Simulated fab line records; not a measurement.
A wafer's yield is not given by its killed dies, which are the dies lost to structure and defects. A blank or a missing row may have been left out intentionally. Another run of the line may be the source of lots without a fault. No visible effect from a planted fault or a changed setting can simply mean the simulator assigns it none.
fab line records	flow gf180mcu
record: lots: 11	wafers: 33	last-day: 34
route steps=602 shown M2@378 V3@431
lots untouched by any fault: they come from a run of this same line in which no faults occurred
start-h: start of the lot's first displayed wafer, in hours after the record's first day	wait-h: hours since the lot's step before	" same as the row above	L1.1+2: a single row standing in for several wafers	- no value, or no start given	* or withheld: withheld	< > ~ a bound
route shown NAME@n: NAME is a module with steps in the file, n the number in the route of the first one	usual: mean/standard deviation of fault-free wafers	same: alike in all rows	chamber/n: place in a boat	sites: per-site readings	_std_site: how widely they spread, as a standard deviation	_edge_site: outer sites' mean less inner sites'	radius-mm: how far each site lies from the wafer's centre	mask NAME#n: copy n	behind: the tool/chamber that last shaped the wafer	hold: reason for holding the lot/hours on hold/outcome of the hold	device: which transistor (n, p or np) failed to switch	end of line: at the end of the route, the tests of the same wafers	where a step has no rows: the recipe by itself	killed: at the first sort, the dies lost to defects and structure; wafer yield is something else	map: a wafer's dies, x killed, . not, _ none there
set.NAME: the setting the step ran with; set.NAME@STEP: the setting that earlier step ran with	model.NAME: the simulator's own value behind a step, which no gauge read
the route's steps for a sample of lots (tables are steps, rows are wafers)
services: a tool's chamber out of use, with start hour (start-h, from the record's first day; less than 0 if before it), hours out, and reason
== steps ==
step: GF_M2_METAL_ETCH_16
recipe: chemistry: Cl2/BCl3	mask-material: KrF	target-depth-nm: 750.8	stop-on: SiO2	pressure-mtorr: 8	icp-w: 800	bias-w: 140	Cl2_flow_sccm: 80	bcl3-flow-sccm: 40	time-s: 125.1
usual: bias-w: 140.0/0.42	drypump-motor-current-A: 6.0/0.51	oes-product-au: 0.990/0.0058	throttle-valve-pct: 28.229/0.0099
lot.wafer	tool	chamber	start-h	wait-h	bias-w	drypump-motor-current-A	oes-product-au	rf-hours-counter-h	throttle-valve-pct
L732.1	rie-metal-02	1	445.08	0.0	139.7	5.3	0.989	6	28.219
L732.2	"	0	"	"	140.2	6.3	0.989	8	28.225
L732.5	"	0	"	"	139.7	6.3	0.994	-	28.230
L733.2	rie-metal-03	0	453.46	0.0	140.2	6.5	0.998	5	28.248
L733.3	"	1	"	"	139.4	5.5	0.989	-	28.234
L733.4	"	0	"	"	140.2	6.5	0.990	-	28.223
L734.1	rie-metal-02	0	463.33	0.0	139.8	6.3	1.001	8	28.226
L734.3	"	0	"	"	140.4	6.3	0.994	-	28.228
L734.5	"	1	"	"	140.3	5.2	0.982	-	28.222
L736.3	rie-metal-01	0	483.08	0.1	139.7	6.0	0.973	-	28.242
L736.5	"	1	"	"	140.1	6.5	0.990	-	28.228
L736.6	"	0	"	"	139.3	6.0	0.984	-	28.227
L742.1	rie-metal-03	1	530.49	0.0	140.4	5.5	0.986	11	28.227
L742.3	"	1	"	"	140.6	5.5	0.983	-	28.229
L742.5	"	0	"	"	140.3	6.5	1.003	-	28.213
L743.1	rie-metal-03	1	534.85	0.0	140.5	5.5	0.993	11	28.229
L743.3	"	0	"	"	140.1	6.6	0.989	-	28.223
L743.5	"	0	"	"	140.3	6.6	0.988	-	28.238
L744.1	rie-metal-03	1	544.81	0.0	210.6	5.4	1.001	11	28.206
L744.3	"	1	"	"	210.6	5.5	0.998	-	28.217
L744.4	"	0	"	"	139.5	6.6	0.994	-	28.212
L746.1	rie-metal-02	0	562.24	0.0	140.9	6.3	0.988	11	28.223
L746.4	"	0	"	"	139.8	6.3	0.976	-	28.220
L746.6	"	1	"	"	139.7	5.2	0.986	-	28.239
L748.1	rie-metal-03	0	580.38	0.0	139.6	6.6	1.000	8	28.225
L748.4	"	0	"	"	140.2	6.6	0.987	-	28.233
L748.6	"	1	"	"	210.2	5.5	0.999	-	28.237
L754.1	rie-metal-01	1	629.83	0.0	139.9	6.5	0.991	2	28.232
L754.4	"	1	"	"	140.5	6.5	0.990	-	28.232
L754.6	"	0	"	"	139.7	6.0	0.983	-	28.239
L755.2	rie-metal-01	0	631.76	0.0	139.4	6.0	0.994	16	28.215
L755.5	"	0	"	"	139.4	6.0	0.990	-	28.230
L755.6	"	1	"	"	139.5	6.5	0.990	-	28.213
step: GF_M2_STRIP_17
recipe: chemistry: O2/N2	power-w: 1400	pressure-mtorr: 1500	platen-temp-c: 250	o2-flow-sccm: 3000	n2-flow-sccm: 300	overash-fraction: 0.5
usual: drypump-motor-current-A: 5.7/0.37	heater-power-w: 333/35	oes-product-au: 0.538/0.0049	strip-time-to-endpoint-s: 7.38/0.049
lot.wafer	tool	chamber	start-h	wait-h	drypump-motor-current-A	heater-power-w	oes-product-au	rf-hours-counter-h	strip-time-to-endpoint-s
L732.1	plasma-asher-04	1	445.21	0.1	5.8	277	0.535	86	7.38
L732.2	"	0	"	"	5.2	325	0.531	86	7.37
L732.5	"	0	"	"	5.2	322	0.535	-	7.34
L733.2	plasma-asher-02	0	453.59	0.1	5.7	316	0.534	70	7.43
L733.3	"	1	"	"	5.4	382	0.532	-	7.41
L733.4	"	0	"	"	5.7	324	0.531	-	7.40
L734.1	plasma-asher-04	0	463.46	0.1	5.3	319	0.535	88	7.39
L734.3	"	1	"	"	5.8	280	0.534	-	7.33
L734.5	"	0	"	"	5.2	316	0.545	-	7.45
L736.3	plasma-asher-01	0	483.20	0.1	6.5	355	0.541	-	7.47
L736.5	"	0	"	"	6.5	357	0.542	-	7.43
L736.6	"	1	"	"	5.9	303	0.544	-	7.48
L742.1	plasma-asher-02	0	530.62	0.1	5.7	323	0.541	78	7.45
L742.3	"	1	"	"	5.5	381	0.536	-	7.49
L742.5	"	1	"	"	5.5	383	0.544	-	7.39
L743.1	plasma-asher-02	1	534.98	0.1	5.5	389	0.530	79	7.35
L743.3	"	1	"	"	5.4	379	0.539	-	7.29
L743.5	"	0	"	"	5.7	329	0.531	-	7.36
L744.1	plasma-asher-02	1	544.94	0.1	5.5	377	0.517	80	6.96
L744.3	"	0	"	"	5.7	325	0.525	-	6.97
L744.4	"	1	"	"	5.5	388	0.530	-	7.36
L746.1	plasma-asher-01	1	562.37	0.1	5.8	311	0.532	14	7.34
L746.4	"	1	"	"	5.8	302	0.538	-	7.45
L746.6	"	0	"	"	6.5	368	0.542	-	7.47
L748.1	plasma-asher-04	0	580.51	0.1	5.2	321	0.541	99	7.28
L748.4	"	1	"	"	5.8	277	0.538	-	7.35
L748.6	"	1	"	"	5.8	274	0.516	-	6.94
L754.1	plasma-asher-01	0	629.96	0.1	6.6	354	0.530	21	7.40
L754.4	"	1	"	"	5.9	311	0.538	-	7.34
L754.6	"	0	"	"	6.5	360	0.537	-	7.35
L755.2	plasma-asher-02	0	631.89	0.1	5.7	324	0.544	88	7.44
L755.5	"	0	"	"	5.7	311	0.540	-	7.48
L755.6	"	1	"	"	5.5	387	0.549	-	7.42
step: GF_V3_CVD_02
recipe: material: SiO2	target-thk-nm: 850	precursor: TEOS	temp-c: 400	time-s: 94.851	rf-w: 600
usual: heater-power-w: 630/120	susceptor-temp-C: 400.03/0.23
lot.wafer	tool	chamber	start-h	wait-h	heater-power-w	susceptor-temp-C
L732.1	pecvd-01	0	497.95	0.1	670	400.21
L732.2	"	2	"	"	788	400.06
L732.5	"	0	"	"	700	400.07
L733.2	pecvd-02	2	507.14	0.0	496	400.09
L733.3	"	0	"	"	802	400.01
L733.4	"	2	"	"	404	400.38
L734.1	pecvd-01	0	515.93	0.1	733	399.61
L734.3	"	1	"	"	571	400.44
L734.5	"	2	"	"	892	400.00
L736.3	pecvd-03	2	533.65	0.0	497	400.14
L736.5	"	0	"	"	518	400.56
L736.6	"	2	"	"	510	400.19
L742.1	pecvd-02	2	578.90	0.1	479	400.04
L742.3	"	1	"	"	599	399.95
L742.5	"	0	"	"	810	400.04
L743.1	pecvd-01	1	582.51	0.1	684	400.32
L743.3	"	2	"	"	898	399.90
L743.5	"	1	"	"	561	400.32
L744.1	pecvd-02	1	592.35	0.1	635	399.79
L744.3	"	0	"	"	751	400.24
L744.4	"	1	"	"	651	399.76
L746.1	pecvd-03	0	609.28	0.1	616	400.11
L746.4	"	0	"	"	651	400.01
L746.6	"	2	"	"	480	400.06
L748.1	pecvd-02	0	627.26	0.1	812	400.07
L748.4	"	1	"	"	521	399.85
L748.6	"	2	"	"	503	400.40
L754.1	pecvd-01	0	673.68	0.1	608	399.68
L754.4	"	1	"	"	674	400.10
L754.6	"	0	"	"	636	399.78
L755.2	pecvd-03	1	675.61	0.0	645	400.14
L755.5	"	2	"	"	521	399.94
L755.6	"	1	"	"	544	400.19
step: GF_V3_OVL_MEAS_15
usual: V3_OVL: 3/6.6
lot.wafer	tool	chamber	start-h	wait-h	V3_OVL[nm]
L732.1	overlay-01	-	522.17	0.1	9
L732.2	"	-	"	"	1
L732.5	"	-	"	"	9
L733.2	overlay-01	-	531.56	0.1	8
L733.3	"	-	"	"	11
L733.4	"	-	"	"	8
L734.1	overlay-01	-	539.52	0.1	4
L734.3	"	-	"	"	4
L734.5	"	-	"	"	2
L736.3	overlay-01	-	556.87	0.1	-1
L736.5	"	-	"	"	4
L736.6	"	-	"	"	6
L742.1	overlay-01	-	600.72	0.1	-12
L742.3	"	-	"	"	-6
L742.5	"	-	"	"	-4
L743.1	overlay-02	-	604.72	0.1	-5
L743.3	"	-	"	"	-6
L743.5	"	-	"	"	-3
L744.1	overlay-01	-	614.10	0.1	13
L744.3	"	-	"	"	14
L744.4	"	-	"	"	3
L746.1	overlay-02	-	630.57	0.1	8
L746.4	"	-	"	"	6
L746.6	"	-	"	"	3
L748.1	overlay-01	-	647.42	0.1	0
L748.4	"	-	"	"	1
L748.6	"	-	"	"	-1
L754.1	overlay-02	-	693.80	0.1	3
L754.4	"	-	"	"	4
L754.6	"	-	"	"	9
L755.2	overlay-01	-	695.77	0.1	-4
L755.5	"	-	"	"	-8
L755.6	"	-	"	"	-5
step: GF_V3_ETCH_16
recipe: chemistry: N2/H2	target-depth-a: withheld	overetch-a: withheld	time-s: withheld	target: BARC	ion-energy-ev: 200	source-w: 500	bias-w: 100	pressure-mtorr: 30	n2-flow-sccm: 100	h2-flow-sccm: 200
usual: bias-w: 99.98/0.29	drypump-motor-current-A: 5.37/0.26	oes-product-au: 0.854/0.0048	throttle-valve-pct: 13.225/0.009
lot.wafer	tool	chamber	start-h	wait-h	bias-w	drypump-motor-current-A	oes-product-au	throttle-valve-pct
L732.1	rie-diel-03	3	522.20	0.0	100.07	5.19	0.858	13.225
L732.2	"	0	"	"	100.04	5.26	0.854	13.212
L732.5	"	3	"	"	100.20	5.19	0.859	13.229
L733.2	rie-diel-02	0	531.59	0.0	99.59	5.15	0.856	13.212
L733.3	"	1	"	"	100.05	5.61	0.848	13.214
L733.4	"	3	"	"	100.17	5.11	0.852	13.225
L734.1	rie-diel-04	2	539.56	0.0	100.02	5.57	0.869	13.228
L734.3	"	3	"	"	99.85	5.61	0.850	13.231
L734.5	"	0	"	"	99.88	4.91	0.848	13.200
L736.3	rie-diel-03	0	556.89	0.0	99.77	5.28	0.855	13.216
L736.5	"	0	"	"	99.66	5.28	0.857	13.222
L736.6	"	3	"	"	99.65	5.21	0.851	13.225
L742.1	rie-diel-02	2	600.76	0.0	100.31	5.26	0.855	13.223
L742.3	"	3	"	"	99.66	5.10	0.852	13.227
L742.5	"	2	"	"	100.35	5.29	0.862	13.220
L743.1	rie-diel-02	2	604.76	0.0	99.68	5.25	0.858	13.222
L743.3	"	0	"	"	100.07	5.15	0.855	13.221
L743.5	"	0	"	"	100.03	5.15	0.855	13.213
L744.1	rie-diel-04	3	614.14	0.0	99.43	5.62	0.859	13.245
L744.3	"	2	"	"	99.94	5.56	0.852	13.238
L744.4	"	0	"	"	100.34	4.92	0.853	13.218
L746.1	rie-diel-03	2	630.60	0.0	99.94	5.80	0.859	13.225
L746.4	"	3	"	"	100.34	5.21	0.856	13.216
L746.6	"	2	"	"	99.52	5.83	0.858	13.232
L748.1	rie-diel-03	1	647.45	0.0	100.09	5.36	0.861	13.229
L748.4	"	3	"	"	100.19	5.20	0.850	13.223
L748.6	"	3	"	"	100.17	5.22	0.857	13.239
L754.1	rie-diel-04	0	693.84	0.0	99.71	4.91	0.855	13.236
L754.4	"	2	"	"	100.38	5.57	0.855	13.237
L754.6	"	1	"	"	100.29	5.66	0.849	13.218
L755.2	rie-diel-02	0	695.80	0.0	99.87	5.14	0.847	13.231
L755.5	"	0	"	"	99.26	5.14	0.858	13.228
L755.6	"	3	"	"	100.06	5.07	0.851	13.214
== services ==
tool	chamber	start-h	hours	kind
plasma-asher-01	-	421.25	9.0	pm
rie-diel-02	1	430.80	2.8	repair
rie-diel-03	0	439.19	1.2	repair
rie-metal-01	0	439.28	1.2	repair
pecvd-02	-	449.47	1.6	repair
rie-metal-03	-	460.63	2.8	pm
rie-metal-01	1	461.81	16.8	repair
rie-diel-03	-	504.27	0.2	repair
pecvd-02	-	511.24	0.9	repair
rie-diel-03	2	514.04	8.3	repair
rie-diel-03	0	535.70	2.6	repair
rie-diel-02	-	546.81	2.8	pm
rie-diel-02	-	557.08	4.2	repair
pecvd-01	-	557.57	2.8	pm
rie-diel-03	0	564.38	6.9	repair
rie-diel-03	0	576.41	2.9	repair
pecvd-01	-	591.12	14.0	pm
pecvd-01	1	592.97	16.6	repair
rie-diel-02	1	593.78	15.1	repair
plasma-asher-02	-	601.66	4.3	pm
plasma-asher-02	-	618.05	7.6	repair
pecvd-01	1	633.62	10.6	repair
rie-diel-03	2	665.41	4.8	repair
plasma-asher-02	-	674.83	1.8	repair
== key ==
first-sign: step: GF_M2_METAL_ETCH_16	reading: bias-w	direction: up	sigmas: 99+	usual: 140.0	struck: 210.5
effect: step: GF_M2_STRIP_17	reading: strip-time-to-endpoint-s	direction: down	sigmas: 8.7	usual: *	struck: *
met-at GF_M2_METAL_ETCH_16
struck-lots L744,L748
struck-wafers L744.1,L744.3,L748.6
not-acting-at GF_V3_CVD_02,GF_V3_OVL_MEAS_15,GF_V3_ETCH_16
onset-between 534.85 544.81
fault: kind: process-parameter-drift	tool: rie-metal-03	chamber: 1	onset-h: 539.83	steps: GF_M2_METAL_ETCH_16	channel: bias-w	offset: 70.792	shape: step	end-h: 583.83	acts-in: these-recipes-only	stated: 140
